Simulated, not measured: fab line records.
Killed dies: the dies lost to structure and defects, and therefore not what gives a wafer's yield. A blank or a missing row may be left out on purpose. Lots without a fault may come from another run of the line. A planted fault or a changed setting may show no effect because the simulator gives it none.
fab line records	flow sky130
[record] lots = 11	wafers = 33	last_day = 50
route steps=708 shown CONTACT@424 METAL1@440 PAD_OPEN@708
lots untouched by any fault: they come from a run of this same line in which no faults occurred
start_h: the number of hours between the record's first day and the start of the first shown wafer of the lot	wait_h: how many hours have passed since the lot's step before this one	" same as the row above	L1.1+2: several wafers, shown together as one row	- no value, or no start given	* or withheld: withheld	< > ~ a bound
route shown NAME@n: NAME is a module with steps in the file, n the number in the route of the first one	usual: mean/standard deviation taken from wafers without a fault	same: alike in all rows	chamber/n: place in a boat	sites: per-site readings	_std_site: standard deviation across them	_edge_site: mean of outer sites minus mean of inner sites	radius_mm: for every site, how far away it sits from the centre of the wafer	mask NAME#n: copy n	behind: the most recent tool/chamber to have shaped the wafer	hold: why the lot went on hold/how many hours it stayed there/how the hold came to an end	device: the transistor (n, p or np) that didn't switch	end of line: tests of these same wafers at the route's end	a step given without rows: its recipe and nothing more	killed: dies that structure and defects cost at the first sort, which is not the same as the wafer's yield	map: the dies of a wafer, with x for killed, . for not killed, _ for no die there
set.NAME: the setting as run; set.NAME@STEP: as run at that earlier step	model.NAME: the simulator's own value behind a step, which no gauge read
the route's steps for a sample of lots (tables are steps, rows are wafers)
services: from which hour (start_h, from the record's first day; less than 0 if before it) a tool's chamber was out of use, for how many hours, and why
[[steps]]
[step SKY_CONTACT_ETCH_18]
[recipe] target = Si3N4	chemistry = CHF3/O2	stop_on = TiN	source_w = 600	bias_w = 200	pressure_mtorr = 40	chf3_flow_sccm = 50	O2_flow_sccm = 5	time_s = 39	target_depth_a = 750
[usual] drypump_motor_current_A = 5.7/0.39	oes_product_au = 0.856/0.008	throttle_valve_pct = 8.791/0.0082
lot.wafer	tool	chamber	start_h	wait_h	drypump_motor_current_A	oes_product_au	rf_hours_counter_h	throttle_valve_pct
L923.3	rie_diel-01	0	-	-	5.5	0.842	41	8.791
L923.4	"	0	"	"	5.5	0.855	-	8.790
L923.6	"	1	"	"	6.1	0.863	-	8.782
L924.3	rie_diel-03	1	-	-	6.0	0.871	32	8.800
L924.4	"	2	"	"	5.8	0.862	4	8.810
L924.6	"	1	"	"	6.0	0.853	-	8.785
L925.4	rie_diel-03	3	-	-	6.4	0.853	1	8.787
L925.5	"	0	"	"	5.2	0.859	-	8.797
L925.6	"	1	"	"	6.0	0.855	-	8.790
L930.1	rie_diel-04	2	-	-	5.0	0.853	15	8.802
L930.2	"	0	"	"	5.7	0.859	19	8.792
L930.3	"	1	"	"	5.4	0.873	5	8.796
L931.1	rie_diel-01	0	-	-	5.5	0.842	0	8.803
L931.4	"	3	"	"	6.0	0.866	10	8.783
L931.6	"	1	"	"	6.1	0.852	-	8.786
L932.1	rie_diel-04	0	-	-	5.8	0.854	19	8.788
L932.3	"	2	"	"	5.0	0.852	16	8.792
L932.5	"	0	"	"	5.7	0.862	-	8.790
L933.2	rie_diel-01	2	-	-	5.4	0.861	12	8.798
L933.4	"	3	"	"	6.1	0.863	10	8.800
L933.6	"	2	"	"	5.4	0.862	-	8.787
L936.1	rie_diel-04	2	-	-	5.1	0.851	16	8.801
L936.2	"	3	"	"	5.3	0.853	5	8.791
L936.6	"	3	"	"	5.3	0.859	-	8.776
L941.1	rie_diel-03	3	-	-	6.4	0.848	5	8.790
L941.4	"	3	"	"	6.4	0.860	-	8.785
L941.6	"	1	"	"	6.0	0.855	-	8.798
L942.1	rie_diel-01	2	-	-	5.5	0.850	15	8.781
L942.4	"	3	"	"	6.1	0.861	12	8.793
L942.6	"	0	"	"	5.5	0.863	-	8.796
L944.2	rie_diel-03	2	-	-	5.8	0.857	9	8.791
L944.5	"	2	"	"	5.8	0.856	-	8.788
L944.6	"	0	"	"	5.2	0.864	-	8.800
[step SKY_METAL1_THK_MEAS_06]
[recipe] thk_meas_gauge = xrf	reads = AlCu_of_METAL1_SPUTTER_02
[usual] METAL1_ALCU_THK = 252.0/2.8
lot.wafer	tool	chamber	start_h	wait_h	METAL1_ALCU_THK[nm]
L923.3	film_metro-01	-	757.14	0.1	253.8
L923.4	"	-	"	"	255.5
L923.6	"	-	"	"	255.2
L924.3	film_metro-02	-	759.55	0.1	244.2
L924.4	"	-	"	"	250.0
L924.6	"	-	"	"	253.9
L925.4	film_metro-03	-	760.65	0.1	256.2
L925.5	"	-	"	"	254.4
L925.6	"	-	"	"	251.3
L930.1	film_metro-03	-	810.08	0.1	256.2
L930.2	"	-	"	"	261.1
L930.3	"	-	"	"	252.2
L931.1	film_metro-01	-	813.19	0.1	252.4
L931.4	"	-	"	"	255.1
L931.6	"	-	"	"	250.7
L932.1	film_metro-03	-	822.17	0.1	249.4
L932.3	"	-	"	"	247.8
L932.5	"	-	"	"	252.0
L933.2	film_metro-03	-	825.66	0.1	253.6
L933.4	"	-	"	"	251.8
L933.6	"	-	"	"	253.9
L936.1	film_metro-02	-	852.83	0.1	251.3
L936.2	"	-	"	"	252.4
L936.6	"	-	"	"	251.7
L941.1	film_metro-02	-	882.02	0.1	251.7
L941.4	"	-	"	"	253.1
L941.6	"	-	"	"	249.6
L942.1	film_metro-01	-	890.95	0.1	251.9
L942.4	"	-	"	"	255.5
L942.6	"	-	"	"	251.7
L944.2	film_metro-03	-	911.59	0.1	253.0
L944.5	"	-	"	"	252.0
L944.6	"	-	"	"	252.2
[step SKY_METAL1_METAL_ETCH_19]
[recipe] target_depth_a = 3600	stop_on = SiO2	over_etch_frac = 0.3	time_s = 78	chemistry = Cl2/BCl3	resist_sidewall_deg = 88	pressure_mtorr = 10	icp_w = 900	bias_w = 48.5	Cl2_flow_sccm = 60	bcl3_flow_sccm = 30
[usual] bcl3_flow_sccm = 30.00/0.087	drypump_motor_current_A = 5.74/0.3	oes_product_au = 0.855/0.0059	over_etch_frac = 0.3/0	throttle_valve_pct = 22.263/0.0092
lot.wafer	tool	chamber	start_h	wait_h	bcl3_flow_sccm	drypump_motor_current_A	oes_product_au	over_etch_frac	rf_hours_counter_h	throttle_valve_pct
L923.3	rie_metal-04	1	784.47	0.1	29.96	5.66	0.857	0.3	-	22.273
L923.4	"	0	"	"	29.87	5.38	0.863	0.3	-	22.254
L923.6	"	0	"	"	29.89	5.37	0.867	0.3	-	22.273
L924.3	rie_metal-02	1	787.06	0.1	30.04	5.79	0.848	0.3	-	22.272
L924.4	"	0	"	"	30.10	5.64	0.851	0.3	-	22.275
L924.6	"	1	"	"	29.98	5.78	0.848	0.3	-	22.267
L925.4	rie_metal-03	1	787.78	0.1	30.02	6.31	0.854	0.3	-	22.242
L925.5	"	1	"	"	30.14	6.32	0.864	0.3	-	22.258
L925.6	"	0	"	"	30.05	5.76	0.847	0.3	-	22.266
L930.1	rie_metal-02	1	836.46	0.0	29.95	5.79	0.845	0.3	10	22.261
L930.2	"	0	"	"	30.03	5.63	0.852	0.3	7	22.254
L930.3	"	0	"	"	29.90	5.63	0.849	0.3	-	22.269
L931.1	rie_metal-04	1	838.94	0.0	30.09	5.69	0.855	0.3	11	22.279
L931.4	"	1	"	"	29.91	5.69	0.860	0.3	-	22.252
L931.6	"	0	"	"	29.98	5.35	0.851	0.3	-	22.271
L932.1	rie_metal-03	1	848.59	0.0	30.04	6.32	0.847	0.3	1	22.259
L932.3	"	1	"	"	30.02	6.33	0.862	0.3	-	22.253
L932.5	"	1	"	"	29.99	6.32	0.852	0.3	-	22.266
L933.2	rie_metal-04	1	851.94	0.0	30.03	5.68	0.851	0.3	11	22.262
L933.4	"	1	"	"	30.07	5.68	0.852	0.3	-	22.256
L933.6	"	0	"	"	30.00	5.38	0.856	0.3	-	22.277
L936.1	rie_metal-02	1	878.41	0.0	30.05	5.79	0.853	0.3	12	22.255
L936.2	"	0	"	"	30.02	5.63	0.850	0.3	9	22.262
L936.6	"	1	"	"	30.08	5.80	0.859	0.3	-	22.271
L941.1	rie_metal-04	0	907.25	0.1	29.93	5.37	0.847	0.34193	11	22.268
L941.4	"	0	"	"	29.96	5.36	0.840	0.34193	-	22.272
L941.6	"	0	"	"	29.84	5.37	0.837	0.34193	-	22.252
L942.1	rie_metal-04	0	916.49	0.0	30.15	5.37	0.842	0.34193	11	22.277
L942.4	"	0	"	"	30.02	5.37	0.842	0.34193	-	22.281
L942.6	"	0	"	"	29.97	5.37	0.842	0.34193	-	22.260
L944.2	rie_metal-02	1	936.40	0.0	30.12	5.79	0.863	0.3	15	22.265
L944.5	"	0	"	"	30.08	5.63	0.861	0.3	-	22.276
L944.6	"	1	"	"	30.03	5.79	0.857	0.3	-	22.272
[step SKY_METAL1_STRIP_20]
[recipe] chemistry = O2/N2	power_w = 1400	pressure_mtorr = 1500	platen_temp_c = withheld	o2_flow_sccm = 3000	n2_flow_sccm = 300	overash_fraction = 0.5
[usual] drypump_motor_current_A = 5.81/0.28	oes_product_au = 0.344/0.0047	strip_time_to_endpoint_s = 2.73/0.05
lot.wafer	tool	chamber	start_h	wait_h	drypump_motor_current_A	oes_product_au	rf_hours_counter_h	strip_time_to_endpoint_s
L923.3	plasma_asher-01	0	784.56	0.1	6.23	0.345	-	2.72
L923.4	"	1	"	"	5.89	0.341	-	2.69
L923.6	"	1	"	"	5.92	0.339	-	2.73
L924.3	plasma_asher-03	0	787.16	0.1	5.48	0.345	-	2.75
L924.4	"	1	"	"	5.57	0.347	-	2.67
L924.6	"	1	"	"	5.55	0.350	-	2.74
L925.4	plasma_asher-03	0	787.88	0.1	5.52	0.350	-	2.82
L925.5	"	1	"	"	5.58	0.347	-	2.81
L925.6	"	0	"	"	5.49	0.352	-	2.66
L930.1	plasma_asher-02	0	836.55	0.1	5.97	0.350	105	2.75
L930.2	"	1	"	"	5.73	0.346	105	2.67
L930.3	"	0	"	"	6.00	0.337	-	2.68
L931.1	plasma_asher-01	0	839.03	0.1	6.28	0.333	40	2.68
L931.4	"	0	"	"	6.26	0.344	-	2.66
L931.6	"	1	"	"	5.90	0.344	-	2.76
L932.1	plasma_asher-03	1	848.68	0.1	5.56	0.338	65	2.67
L932.3	"	1	"	"	5.57	0.343	-	2.69
L932.5	"	0	"	"	5.48	0.343	-	2.66
L933.2	plasma_asher-01	1	852.03	0.1	5.90	0.337	42	2.63
L933.4	"	1	"	"	5.92	0.347	-	2.67
L933.6	"	0	"	"	6.24	0.338	-	2.71
L936.1	plasma_asher-01	0	878.50	0.1	6.24	0.341	44	2.74
L936.2	"	1	"	"	5.89	0.343	44	2.71
L936.6	"	1	"	"	5.87	0.342	-	2.70
L941.1	plasma_asher-03	1	907.43	0.1	5.57	0.341	72	2.70
L941.4	"	0	"	"	5.51	0.348	-	2.70
L941.6	"	0	"	"	5.51	0.334	-	2.68
L942.1	plasma_asher-03	1	916.58	0.1	5.58	0.344	73	2.70
L942.4	"	0	"	"	5.48	0.340	-	2.70
L942.6	"	1	"	"	5.58	0.344	-	2.67
L944.2	plasma_asher-01	0	936.49	0.1	6.24	0.353	50	2.74
L944.5	"	0	"	"	6.25	0.344	-	2.73
L944.6	"	1	"	"	5.90	0.335	-	2.76
[step SKY_PAD_OPEN_PROBE_99]
[usual] defect_limited_yield = 82.5/1.8	killed_at_M0_to_M3 = 43/6.6	killed_at_M4_up = 2.9/1.8	killed_at_contacts = 25/5.3	killed_at_front_end = 15/4.1	killed_at_other = 0.3/0.6	killed_dies = 86/8.8	killed_open = 47/6.7	killed_short = 39/6.2	sort_bin_3_pad_short = 0.9/0.44	sort_bin_5_function = 10.3/1.6	sort_bin_6_memory = 6.3/1	sort_n_pass = 406/8.8	sort_yield_pct = 82.5/1.8
[same] gross_dies = 492	killed_at_back_side = 0	sort_bin_4_leakage[%] = 0	sort_bin_8_speed[%] = 0
lot.wafer	tool	chamber	start_h	wait_h	defect_limited_yield[%]	killed_at_M0_to_M3	killed_at_M4_up	killed_at_contacts	killed_at_front_end	killed_at_other	killed_dies	killed_open	killed_short	sort_bin_3_pad_short[%]	sort_bin_5_function[%]	sort_bin_6_memory[%]	sort_n_pass	sort_yield_pct[%]
L923.3	prober-02	-	1089.16	0.2	82.1	47	2	23	16	0	88	44	44	0.4	11.0	6.5	404	82.1
L923.4	prober-02	-	1089.21	0.2	80.7	53	1	27	14	0	95	51	44	1.2	10.6	7.5	397	80.7
L923.6	prober-02	-	1089.31	0.2	84.8	37	2	21	15	0	75	36	39	0.8	9.8	4.7	417	84.8
L924.3	prober-01	-	1092.40	0.2	81.5	41	1	31	17	1	91	45	46	1.2	11.8	5.5	401	81.5
L924.4	prober-01	-	1092.45	0.2	84.6	41	1	18	16	0	76	38	38	0.8	8.7	5.9	416	84.6
L924.6	prober-01	-	1092.55	0.2	83.5	50	3	13	14	1	81	39	42	1.4	8.3	6.7	411	83.5
L925.4	prober-02	-	1094.95	0.2	84.3	30	2	27	17	1	77	36	40	0.6	10.0	5.1	415	84.3
L925.5	prober-02	-	1095.00	0.2	82.7	44	3	19	18	1	85	43	42	2.0	10.4	4.9	407	82.7
L925.6	prober-02	-	1095.05	0.2	83.7	33	4	28	14	1	80	47	33	0.6	11.0	4.7	412	83.7
L930.1	prober-01	-	1133.77	0.1	84.3	43	3	19	12	0	77	56	21	0.4	9.3	5.9	415	84.3
L930.2	prober-01	-	1133.82	0.1	83.5	39	2	16	24	0	81	35	46	1.0	9.6	5.9	411	83.5
L930.3	prober-01	-	1133.87	0.2	83.7	35	5	27	13	0	80	41	39	1.2	9.1	5.9	412	83.7
L931.1	prober-01	-	1136.14	0.1	83.5	35	3	26	17	0	81	44	37	0.4	9.6	6.5	411	83.5
L931.4	prober-01	-	1136.29	0.2	81.5	47	4	31	9	0	91	56	35	0.6	10.8	7.1	401	81.5
L931.6	prober-01	-	1136.39	0.2	82.3	42	3	24	18	0	87	52	34	0.4	11.8	5.5	405	82.3
L932.1	prober-02	-	1141.26	0.1	84.8	43	2	17	13	0	75	39	36	0.4	10.6	4.3	417	84.8
L932.3	prober-02	-	1141.36	0.2	81.5	38	6	29	18	0	91	49	42	1.4	10.0	7.1	401	81.5
L932.5	prober-02	-	1141.46	0.2	81.9	54	0	26	9	0	89	48	41	0	11.4	6.7	403	81.9
L933.2	prober-01	-	1141.71	0.1	81.3	40	0	33	19	0	92	50	42	1.4	11.8	5.5	400	81.3
L933.4	prober-01	-	1141.81	0.2	85.2	26	2	27	18	0	73	35	37	1.4	8.5	4.9	419	85.2
L933.6	prober-01	-	1141.91	0.2	82.1	35	3	28	21	1	88	42	46	1.6	9.3	6.9	404	82.1
L936.1	prober-02	-	1163.29	0.1	81.9	47	2	26	13	1	89	43	45	0.4	10.0	7.7	403	81.9
L936.2	prober-02	-	1163.34	0.1	82.1	38	3	27	18	2	88	49	38	1.0	10.4	6.5	404	82.1
L936.6	prober-02	-	1163.54	0.2	83.7	40	1	21	18	0	80	43	37	1.2	8.5	6.5	412	83.7
L941.1	prober-01	-	1180.08	0.1	83.1	36	7	25	15	0	83	57	24	0.2	10.6	6.1	409	83.1
L941.4	prober-01	-	1180.23	0.2	83.1	39	3	25	16	0	83	48	35	1.0	8.9	6.9	409	83.1
L941.6	prober-01	-	1180.33	0.2	82.1	46	1	18	23	0	88	46	42	1.2	9.8	6.9	404	82.1
L942.1	prober-02	-	1187.28	0.1	82.1	38	2	33	14	1	88	46	42	2.2	8.5	7.1	404	82.1
L942.4	prober-02	-	1187.43	0.2	84.1	36	3	23	16	0	78	39	39	0.6	10.0	5.3	414	84.1
L942.6	prober-02	-	1187.53	0.2	82.3	41	5	26	15	0	87	45	41	0.6	10.8	6.3	405	82.3
L944.2	prober-02	-	1200.68	0.1	83.3	43	3	26	10	0	82	45	37	0.8	9.6	6.3	410	83.3
L944.5	prober-02	-	1200.83	0.2	82.1	44	3	27	14	0	88	43	45	1.4	8.9	7.5	404	82.1
L944.6	prober-02	-	1200.88	0.2	82.5	44	1	22	19	0	86	49	37	0.6	11.4	5.5	406	82.5
// killed by level:class
L923.3 VIA2:geometric_particle:open=13 CONTACT:geometric_particle:open=7 CONTACT:geometric_particle:short=7 METAL1:geometric_particle:short=6 VIA3:geometric_particle:open=6 VIA1:geometric_particle:open=5 METAL3:geometric_particle:short=5 FIELD_ISO:geometric_particle:short=4
L923.4 VIA3:geometric_particle:open=12 LI_CONTACT:geometric_particle:open=9 VIA1:geometric_particle:open=9 VIA1:geometric_particle:short=7 METAL2:geometric_particle:short=6 CONTACT:geometric_particle:short=6 VIA2:geometric_particle:open=6 LOCAL_INTERCONNECT:geometric_particle:short=4
L923.6 CONTACT:geometric_particle:open=7 VIA2:geometric_particle:open=6 LI_CONTACT:geometric_particle:open=5 METAL2:geometric_particle:short=5 METAL1:geometric_particle:short=5 POLY_GATE:geometric_particle:open=4 VIA3:geometric_particle:open=4 CONTACT:geometric_particle:short=4
L924.3 LI_CONTACT:geometric_particle:open=10 VIA1:geometric_particle:open=8 METAL1:geometric_particle:short=8 CONTACT:geometric_particle:short=7 LI_CONTACT:geometric_particle:short=5 CONTACT:geometric_particle:open=5 METAL2:geometric_particle:short=5 VIA2:geometric_particle:open=5
L924.4 CONTACT:geometric_particle:open=9 VIA3:geometric_particle:open=7 VIA2:geometric_particle:open=6 METAL2:geometric_particle:short=5 POLY_GATE:geometric_particle:open=4 LI_CONTACT:geometric_particle:short=4 METAL1:geometric_particle:short=4 VIA1:geometric_particle:short=4
L924.6 VIA1:geometric_particle:open=10 VIA2:geometric_particle:open=8 VIA2:geometric_particle:short=8 METAL2:geometric_particle:short=5 VIA3:geometric_particle:open=5 LOCAL_INTERCONNECT:geometric_particle:short=4 CONTACT:geometric_particle:open=4 METAL1:geometric_particle:short=4
L925.4 CONTACT:geometric_particle:open=12 VIA1:geometric_particle:open=7 FIELD_ISO:geometric_particle:short=6 POLY_GATE:geometric_particle:short=6 LI_CONTACT:geometric_particle:open=6 CONTACT:geometric_particle:short=4 VIA1:geometric_particle:short=4 METAL2:geometric_particle:short=4
L925.5 VIA1:geometric_particle:open=10 FIELD_ISO:geometric_particle:short=6 CONTACT:geometric_particle:open=6 VIA2:geometric_particle:open=6 LOCAL_INTERCONNECT:geometric_particle:short=5 VIA3:geometric_particle:open=4 POLY_GATE:geometric_particle:short=4 LI_CONTACT:geometric_particle:open=4
L925.6 LI_CONTACT:geometric_particle:open=12 CONTACT:geometric_particle:open=9 METAL2:geometric_particle:short=6 VIA2:geometric_particle:open=5 VIA3:geometric_particle:short=5 POLY_GATE:geometric_particle:open=4 METAL1:geometric_particle:open=4 FIELD_ISO:geometric_particle:short=3
L930.1 VIA1:geometric_particle:open=14 CONTACT:geometric_particle:open=10 VIA2:geometric_particle:open=10 VIA1:geometric_particle:short=5 POLY_GATE:geometric_particle:short=4 VIA3:geometric_particle:open=4 LOCAL_INTERCONNECT:geometric_particle:open=4 FIELD_ISO:geometric_particle:open=3
L930.2 POLY_GATE:geometric_particle:short=11 VIA1:geometric_particle:open=10 VIA1:geometric_particle:short=7 FIELD_ISO:geometric_particle:short=6 VIA2:geometric_particle:open=6 VIA3:geometric_particle:short=6 LI_CONTACT:geometric_particle:open=5 METAL1:geometric_particle:short=5
L930.3 VIA1:geometric_particle:open=11 CONTACT:geometric_particle:open=11 POLY_GATE:geometric_particle:short=6 VIA1:geometric_particle:short=5 VIA3:geometric_particle:open=5 FIELD_ISO:geometric_particle:short=4 LI_CONTACT:geometric_particle:short=4 LI_CONTACT:geometric_particle:open=4
L931.1 LI_CONTACT:geometric_particle:open=9 VIA2:geometric_particle:open=8 CONTACT:geometric_particle:short=6 FIELD_ISO:geometric_particle:open=5 VIA3:geometric_particle:open=5 LOCAL_INTERCONNECT:geometric_particle:short=4 POLY_GATE:geometric_particle:short=4 POLY_GATE:geometric_particle:open=4
L931.4 VIA1:geometric_particle:open=12 CONTACT:geometric_particle:open=11 LI_CONTACT:geometric_particle:open=10 VIA2:geometric_particle:open=8 LI_CONTACT:geometric_particle:short=7 VIA3:geometric_particle:open=7 VIA1:geometric_particle:short=6 METAL2:geometric_particle:short=4
L931.6 CONTACT:geometric_particle:open=10 VIA1:geometric_particle:open=9 VIA3:geometric_particle:short=8 VIA3:geometric_particle:open=8 LI_CONTACT:geometric_particle:open=7 FIELD_ISO:geometric_particle:open=5 POLY_GATE:geometric_particle:short=4 POLY_GATE:geometric_particle:open=4
L932.1 VIA3:geometric_particle:open=11 VIA1:geometric_particle:open=7 LOCAL_INTERCONNECT:geometric_particle:short=6 VIA2:geometric_particle:open=5 VIA3:geometric_particle:short=5 FIELD_ISO:geometric_particle:short=4 LI_CONTACT:geometric_particle:open=4 CONTACT:geometric_particle:open=4
L932.3 CONTACT:geometric_particle:open=12 LI_CONTACT:geometric_particle:open=7 FIELD_ISO:geometric_particle:open=6 CONTACT:geometric_particle:short=6 VIA2:geometric_particle:open=6 METAL1:geometric_particle:short=6 VIA1:geometric_particle:short=6 POLY_GATE:geometric_particle:open=5
L932.5 VIA1:geometric_particle:open=16 CONTACT:geometric_particle:short=8 CONTACT:geometric_particle:open=8 VIA2:geometric_particle:open=7 METAL1:geometric_particle:short=6 VIA3:geometric_particle:open=6 LI_CONTACT:geometric_particle:open=5 METAL2:geometric_particle:short=5
L933.2 VIA1:geometric_particle:open=11 LI_CONTACT:geometric_particle:open=11 CONTACT:geometric_particle:open=11 METAL2:geometric_particle:short=9 POLY_GATE:geometric_particle:short=5 CONTACT:geometric_particle:short=4 METAL1:geometric_particle:short=4 FIELD_ISO:geometric_particle:open=3
L933.4 LI_CONTACT:geometric_particle:open=11 METAL2:geometric_particle:short=6 VIA3:geometric_particle:open=6 FIELD_ISO:geometric_particle:open=5 FIELD_ISO:geometric_particle:short=5 VIA1:geometric_particle:short=5 LOCAL_INTERCONNECT:geometric_particle:short=4 CONTACT:geometric_particle:short=4
L933.6 CONTACT:geometric_particle:open=15 VIA1:geometric_particle:open=9 METAL2:geometric_particle:short=7 FIELD_ISO:geometric_particle:short=6 CONTACT:geometric_particle:short=6 POLY_GATE:geometric_particle:short=5 METAL1:geometric_particle:short=5 FIELD_ISO:geometric_particle:open=4
L936.1 CONTACT:geometric_particle:open=11 VIA1:geometric_particle:short=9 VIA2:geometric_particle:open=8 VIA1:geometric_particle:open=7 POLY_GATE:geometric_particle:short=6 LI_CONTACT:geometric_particle:open=6 METAL2:geometric_particle:short=6 POLY_GATE:geometric_particle:open=5
L936.2 CONTACT:geometric_particle:open=12 POLY_GATE:geometric_particle:short=7 LI_CONTACT:geometric_particle:open=7 VIA3:geometric_particle:open=7 VIA1:geometric_particle:open=7 POLY_GATE:geometric_particle:open=6 METAL2:geometric_particle:short=5 VIA2:geometric_particle:short=5
L936.6 CONTACT:geometric_particle:open=10 VIA3:geometric_particle:open=8 VIA1:geometric_particle:open=7 VIA2:geometric_particle:open=6 FIELD_ISO:geometric_particle:short=5 VIA1:geometric_particle:short=5 POLY_GATE:geometric_particle:short=4 POLY_GATE:geometric_particle:open=4
L941.1 VIA1:geometric_particle:open=14 CONTACT:geometric_particle:open=9 LI_CONTACT:geometric_particle:open=7 POLY_GATE:geometric_particle:short=5 VIA3:geometric_particle:open=5 METAL2:geometric_particle:short=5 VIA2:geometric_particle:open=5 LI_CONTACT:geometric_particle:short=4
L941.4 LI_CONTACT:geometric_particle:open=9 VIA2:geometric_particle:open=9 CONTACT:geometric_particle:open=8 VIA1:geometric_particle:open=7 FIELD_ISO:geometric_particle:short=5 VIA1:geometric_particle:short=4 POLY_GATE:geometric_particle:open=4 METAL1:geometric_particle:short=4
L941.6 POLY_GATE:geometric_particle:open=8 VIA3:geometric_particle:open=8 METAL1:geometric_particle:short=8 LI_CONTACT:geometric_particle:open=7 VIA1:geometric_particle:open=7 POLY_GATE:geometric_particle:short=6 METAL3:geometric_particle:short=6 FIELD_ISO:geometric_particle:open=5
L942.1 CONTACT:geometric_particle:open=16 VIA1:geometric_particle:open=9 METAL2:geometric_particle:short=7 LI_CONTACT:geometric_particle:open=7 METAL1:geometric_particle:short=5 POLY_GATE:geometric_particle:short=4 LOCAL_INTERCONNECT:geometric_particle:short=4 VIA2:geometric_particle:short=4
L942.4 CONTACT:geometric_particle:open=7 VIA2:geometric_particle:open=6 VIA1:geometric_particle:open=6 VIA2:geometric_particle:short=5 LI_CONTACT:geometric_particle:open=5 VIA1:geometric_particle:short=5 LI_CONTACT:geometric_particle:short=4 VIA3:geometric_particle:open=4
L942.6 VIA1:geometric_particle:open=11 LI_CONTACT:geometric_particle:open=8 VIA2:geometric_particle:open=6 CONTACT:geometric_particle:open=6 FIELD_ISO:geometric_particle:short=5 LI_CONTACT:geometric_particle:short=5 CONTACT:geometric_particle:short=5 METAL1:geometric_particle:short=5
L944.2 VIA2:geometric_particle:open=9 CONTACT:geometric_particle:open=7 VIA3:geometric_particle:open=7 VIA1:geometric_particle:open=6 VIA1:geometric_particle:short=6 LI_CONTACT:geometric_particle:open=5 CONTACT:geometric_particle:short=5 FIELD_ISO:geometric_particle:open=4
L944.5 CONTACT:geometric_particle:open=12 VIA1:geometric_particle:open=12 FIELD_ISO:geometric_particle:short=6 METAL1:geometric_particle:short=6 POLY_GATE:geometric_particle:short=4 LI_CONTACT:geometric_particle:short=4 VIA2:geometric_particle:open=4 METAL2:geometric_particle:short=4
L944.6 CONTACT:geometric_particle:open=12 VIA1:geometric_particle:open=11 POLY_GATE:geometric_particle:open=6 LI_CONTACT:geometric_particle:open=6 METAL1:geometric_particle:short=6 VIA2:geometric_particle:open=6 METAL2:geometric_particle:short=6 FIELD_ISO:geometric_particle:short=4
[[services]]
tool	chamber	start_h	hours	kind
rie_diel-03	-	733.75	0.5	repair
rie_diel-04	-	737.98	2.8	pm
rie_diel-01	2	747.04	12.2	repair
plasma_asher-03	-	751.83	6.1	repair
rie_diel-01	-	757.43	2.8	pm
rie_diel-03	0	762.47	4.5	repair
rie_diel-01	0	767.53	12.5	repair
rie_metal-03	-	774.75	0.3	repair
rie_diel-01	1	788.17	4.1	repair
rie_diel-01	0	792.96	-	clean
rie_metal-03	1	809.57	4.0	repair
rie_diel-04	-	814.09	2.4	repair
rie_diel-03	-	814.75	2.0	repair
rie_diel-04	2	824.43	4.9	repair
plasma_asher-02	-	846.30	2.7	repair
plasma_asher-02	-	861.57	0.9	repair
rie_diel-03	0	872.27	21.1	repair
rie_diel-01	3	880.35	2.7	repair
plasma_asher-01	-	884.76	1.9	repair
rie_metal-03	-	889.43	4.0	pm
rie_diel-01	0	897.34	15.9	repair
rie_diel-03	1	897.48	14.5	repair
rie_metal-04	1	898.99	14.8	repair
rie_diel-04	1	908.04	21.6	repair
[[key]]
[first_sign] step = SKY_METAL1_METAL_ETCH_19	reading = over_etch_frac	direction = up	sigmas = 99+	usual = 0.3	struck = 0.34193
[effect] step = SKY_METAL1_METAL_ETCH_19	reading = oes_product_au	direction = down	sigmas = 2.2	usual = 0.855	struck = 0.842
met_at SKY_METAL1_METAL_ETCH_19
struck_lots L941,L942
not_acting_at SKY_CONTACT_ETCH_18,SKY_METAL1_THK_MEAS_06,SKY_METAL1_STRIP_20
onset_between 851.94 907.25
[fault] kind = process_parameter_drift	tool = rie_metal-04	chamber = -	onset_h = 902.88	steps = SKY_METAL1_METAL_ETCH_19	channel = over_etch_frac	offset = 0.041925	shape = step	end_h = 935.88	acts_in = these_recipes_only	stated = 0.3
